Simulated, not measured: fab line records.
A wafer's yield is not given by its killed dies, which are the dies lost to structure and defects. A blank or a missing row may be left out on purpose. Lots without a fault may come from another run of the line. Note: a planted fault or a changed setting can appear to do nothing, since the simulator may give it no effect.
What tool caused it? / flow sky130 / 72 wafers from 24 lots sampled at 3 of the route's 708 steps

## WHAT EACH GAUGE READ, for each wafer
SKY_VT_ADJUST_NCORE_OVL_MEAS_08. Usual: for VT_ADJUST_NCORE_OVL the level is 0.2 nm and the standard deviation is 1.6.
lot=L074; measured=day 8 11:38; on=overlay-02; VT_ADJUST_NCORE_OVL (nm)=0.6 0.1 1.6; flag=
lot=L075; measured=day 8 18:30; on=overlay-01; VT_ADJUST_NCORE_OVL (nm)=0.5 0.3 1.1; flag=
lot=L076; measured=day 9 11:05; on=overlay-01; VT_ADJUST_NCORE_OVL (nm)=-1.5 -3.4 -2.2; flag=
lot=L077; measured=day 9 15:22; on=overlay-02; VT_ADJUST_NCORE_OVL (nm)=2.8 1.3 0.4; flag=
lot=L078; measured=day 9 23:52; on=overlay-02; VT_ADJUST_NCORE_OVL (nm)=-0.7 -0.9 1.2; flag=
lot=L079; measured=day 10 05:16; on=overlay-01; VT_ADJUST_NCORE_OVL (nm)=-2.8 -0.4 -0.6; flag=
lot=L080; measured=day 10 11:11; on=overlay-02; VT_ADJUST_NCORE_OVL (nm)=1.7 2.9 3.3; flag=
lot=L081; measured=day 10 14:40; on=overlay-01; VT_ADJUST_NCORE_OVL (nm)=2.0 0.4 0.7; flag=
lot=L082; measured=day 10 23:35; on=overlay-02; VT_ADJUST_NCORE_OVL (nm)=1.2 2.0 2.3; flag=
lot=L083; measured=day 11 05:18; on=overlay-01; VT_ADJUST_NCORE_OVL (nm)=0.2 0.7 -0.2; flag=
lot=L084; measured=day 11 12:01; on=overlay-01; VT_ADJUST_NCORE_OVL (nm)=-1.6 -2.6 -2.0; flag=
lot=L085; measured=day 11 20:30; on=overlay-01; VT_ADJUST_NCORE_OVL (nm)=-0.2 -2.7 -1.9; flag=
lot=L086; measured=day 12 03:25; on=overlay-01; VT_ADJUST_NCORE_OVL (nm)=-0.3 0.1 -1.0; flag=
lot=L087; measured=day 12 07:55; on=overlay-02; VT_ADJUST_NCORE_OVL (nm)=1.8 1.5 2.8; flag=
lot=L088; measured=day 12 13:55; on=overlay-01; VT_ADJUST_NCORE_OVL (nm)=-0.3 0.5 -2.1; flag=
lot=L089; measured=day 12 21:19; on=overlay-01; VT_ADJUST_NCORE_OVL (nm)=-0.1 0.5 -1.9; flag=
lot=L090; measured=day 13 10:32; on=overlay-01; VT_ADJUST_NCORE_OVL (nm)=-3.1 -1.9 0.4; flag=
lot=L091; measured=day 13 14:29; on=overlay-02; VT_ADJUST_NCORE_OVL (nm)=1.4 0.8 0.9; flag=
lot=L092; measured=day 13 18:25; on=overlay-01; VT_ADJUST_NCORE_OVL (nm)=0.0 -2.4 -0.4; flag=
lot=L093; measured=day 14 06:01; on=overlay-02; VT_ADJUST_NCORE_OVL (nm)=2.4 -0.6 0.4; flag=
lot=L094; measured=day 14 11:19; on=overlay-02; VT_ADJUST_NCORE_OVL (nm)=-0.4 1.2 0.1; flag=
lot=L095; measured=day 14 18:10; on=overlay-01; VT_ADJUST_NCORE_OVL (nm)=2.1 2.9 2.2; flag=
lot=L096; measured=day 14 20:23; on=overlay-01; VT_ADJUST_NCORE_OVL (nm)=-2.5 -0.1 1.1; flag=
lot=L097; measured=day 15 05:49; on=overlay-02; VT_ADJUST_NCORE_OVL (nm)=4.0 -0.4 1.2; flag=

SKY_VT_ADJUST_HVTR_OVL_MEAS_08. Usual: for VT_ADJUST_HVTR_OVL the level is 0.0 nm and the standard deviation is 1.5.
lot=L074; measured=day 9 09:25; on=overlay-02; VT_ADJUST_HVTR_OVL (nm)=2.9 2.4 2.3; flag=
lot=L075; measured=day 9 17:07; on=overlay-01; VT_ADJUST_HVTR_OVL (nm)=-2.9 -3.9 -4.8; flag=
lot=L076; measured=day 10 08:10; on=overlay-02; VT_ADJUST_HVTR_OVL (nm)=1.1 2.4 2.4; flag=
lot=L077; measured=day 10 11:55; on=overlay-02; VT_ADJUST_HVTR_OVL (nm)=0.5 2.2 -0.8; flag=
lot=L078; measured=day 10 21:30; on=overlay-02; VT_ADJUST_HVTR_OVL (nm)=-1.0 0.5 0.3; flag=
lot=L079; measured=day 11 03:46; on=overlay-01; VT_ADJUST_HVTR_OVL (nm)=-0.8 0.2 -0.6; flag=
lot=L080; measured=day 11 10:34; on=overlay-02; VT_ADJUST_HVTR_OVL (nm)=2.1 0.2 1.1; flag=
lot=L081; measured=day 11 13:43; on=overlay-02; VT_ADJUST_HVTR_OVL (nm)=-0.9 1.2 0.9; flag=
lot=L082; measured=day 11 23:22; on=overlay-02; VT_ADJUST_HVTR_OVL (nm)=-3.5 -3.4 -1.0; flag=
lot=L083; measured=day 12 05:50; on=overlay-02; VT_ADJUST_HVTR_OVL (nm)=-0.2 -0.1 0.6; flag=
lot=L084; measured=day 12 13:01; on=overlay-01; VT_ADJUST_HVTR_OVL (nm)=-0.4 0.3 -0.7; flag=
lot=L085; measured=day 12 20:26; on=overlay-02; VT_ADJUST_HVTR_OVL (nm)=0.1 2.2 2.4; flag=
lot=L086; measured=day 13 04:17; on=overlay-01; VT_ADJUST_HVTR_OVL (nm)=-0.1 0.6 -0.2; flag=
lot=L087; measured=day 13 08:59; on=overlay-02; VT_ADJUST_HVTR_OVL (nm)=2.2 -2.3 0.2; flag=
lot=L088; measured=day 13 14:40; on=overlay-01; VT_ADJUST_HVTR_OVL (nm)=-1.5 -1.0 -0.2; flag=
lot=L089; measured=day 13 22:18; on=overlay-01; VT_ADJUST_HVTR_OVL (nm)=-1.8 -2.7 -0.8; flag=
lot=L090; measured=day 14 11:31; on=overlay-01; VT_ADJUST_HVTR_OVL (nm)=1.2 -0.6 -0.5; flag=
lot=L091; measured=day 14 15:01; on=overlay-01; VT_ADJUST_HVTR_OVL (nm)=-0.7 -1.2 -0.6; flag=
lot=L092; measured=day 14 20:05; on=overlay-02; VT_ADJUST_HVTR_OVL (nm)=1.0 0.3 0.1; flag=
lot=L093; measured=day 15 09:06; on=overlay-02; VT_ADJUST_HVTR_OVL (nm)=-0.4 0.8 0.9; flag=
lot=L094; measured=day 15 13:23; on=overlay-02; VT_ADJUST_HVTR_OVL (nm)=0.4 -0.1 0.2; flag=
lot=L095; measured=day 15 20:40; on=overlay-02; VT_ADJUST_HVTR_OVL (nm)=2.0 -3.7 -0.5; flag=
lot=L096; measured=day 16 00:08; on=overlay-01; VT_ADJUST_HVTR_OVL (nm)=-1.8 -1.8 -2.4; flag=
lot=L097; measured=day 16 09:46; on=overlay-02; VT_ADJUST_HVTR_OVL (nm)=1.0 0.7 2.0; flag=

SKY_GATE_OXIDE_THK_MEAS_02. Usual: for GATE_OXIDE_OXIDATION_00_THK the level is 10.22 nm and the standard deviation is 0.21.
lot=L074; measured=day 12 12:20; on=filmMetro-03; GATE_OXIDE_OXIDATION_00_THK (nm)=10.27 10.20 10.15; flag=
lot=L075; measured=day 12 22:18; on=filmMetro-04; GATE_OXIDE_OXIDATION_00_THK (nm)=10.52 10.61 10.60; flag=
lot=L076; measured=day 13 21:30; on=filmMetro-03; GATE_OXIDE_OXIDATION_00_THK (nm)=10.19 10.42 10.25; flag=
lot=L077; measured=day 13 21:31; on=filmMetro-04; GATE_OXIDE_OXIDATION_00_THK (nm)=10.29 10.26 10.35; flag=
lot=L078; measured=day 15 04:46; on=filmMetro-03; GATE_OXIDE_OXIDATION_00_THK (nm)=10.12 10.00 10.11; flag=
lot=L079; measured=day 15 06:10; on=filmMetro-03; GATE_OXIDE_OXIDATION_00_THK (nm)=10.21 10.30 10.45; flag=
lot=L080; measured=day 15 06:09; on=filmMetro-02; GATE_OXIDE_OXIDATION_00_THK (nm)=10.25 10.42 10.34; flag=
lot=L081; measured=day 15 06:13; on=filmMetro-03; GATE_OXIDE_OXIDATION_00_THK (nm)=9.90 9.93 9.87; flag=
lot=L082; measured=day 15 13:04; on=filmMetro-02; GATE_OXIDE_OXIDATION_00_THK (nm)=10.25 10.28 10.09; flag=
lot=L083; measured=day 15 17:11; on=filmMetro-02; GATE_OXIDE_OXIDATION_00_THK (nm)=10.10 10.26 10.30; flag=
lot=L084; measured=day 16 08:38; on=filmMetro-03; GATE_OXIDE_OXIDATION_00_THK (nm)=10.49 10.39 10.55; flag=
lot=L085; measured=day 16 14:17; on=filmMetro-03; GATE_OXIDE_OXIDATION_00_THK (nm)=9.89 9.91 10.10; flag=
lot=L086; measured=day 16 19:04; on=filmMetro-04; GATE_OXIDE_OXIDATION_00_THK (nm)=10.24 10.33 9.95; flag=
lot=L087; measured=day 17 00:41; on=filmMetro-03; GATE_OXIDE_OXIDATION_00_THK (nm)=10.11 10.12 10.30; flag=
lot=L088; measured=day 17 08:16; on=filmMetro-03; GATE_OXIDE_OXIDATION_00_THK (nm)=10.30 10.10 10.31; flag=
lot=L089; measured=day 17 16:28; on=filmMetro-03; GATE_OXIDE_OXIDATION_00_THK (nm)=10.17 10.38 10.38; flag=
lot=L090; measured=day 18 07:02; on=filmMetro-03; GATE_OXIDE_OXIDATION_00_THK (nm)=9.82 10.09 10.05; flag=
lot=L091; measured=day 18 12:38; on=filmMetro-02; GATE_OXIDE_OXIDATION_00_THK (nm)=9.72 9.88 9.73; flag=
lot=L092; measured=day 18 20:25; on=filmMetro-03; GATE_OXIDE_OXIDATION_00_THK (nm)=10.09 10.10 10.15; flag=
lot=L093; measured=day 19 08:04; on=filmMetro-04; GATE_OXIDE_OXIDATION_00_THK (nm)=10.38 10.38 10.36; flag=
lot=L094; measured=day 19 13:13; on=filmMetro-04; GATE_OXIDE_OXIDATION_00_THK (nm)=10.33 10.04 10.21; flag=
lot=L095; measured=day 19 18:23; on=filmMetro-03; GATE_OXIDE_OXIDATION_00_THK (nm)=10.12 10.02 10.16; flag=
lot=L096; measured=day 19 23:58; on=filmMetro-02; GATE_OXIDE_OXIDATION_00_THK (nm)=10.55 10.54 10.41; flag=
lot=L097; measured=day 20 08:58; on=filmMetro-02; GATE_OXIDE_OXIDATION_00_THK (nm)=10.18 10.21 10.19; flag=

## EACH LOT AND THE TOOL THAT RAN IT (in order: tool; ch and the chambers of the sampled wafers; start)
The record holds no process step before these readings.

## WHAT THE TOOLS THEMSELVES READ (means of the sampled wafers that have a number; where no wafer has one, the mark that the record gives instead)
The record holds no such reading with a usual standard deviation.

## THE ANSWER, worked out from the rows above alone
Rule: take the mean of a lot's wafers that have a number; if it is more than 3 standard deviations from the usual mean, the lot is off. Also off: a lot with no number at a reading for which 4 or more lots have one. Where the step has rows for the other lots, those lots are counted as sound. Order of review: gauges by route order, followed by the tools' own readings, for which a lot's mean as printed above is used. The first step at which some lot is off is used, and at that step the reading that is off furthest; a lot without a number counts as furthest.
No lot is off on any of the readings shown, so nothing can be concluded from this.

## WHAT THE SIMULATOR HAD PUT IN
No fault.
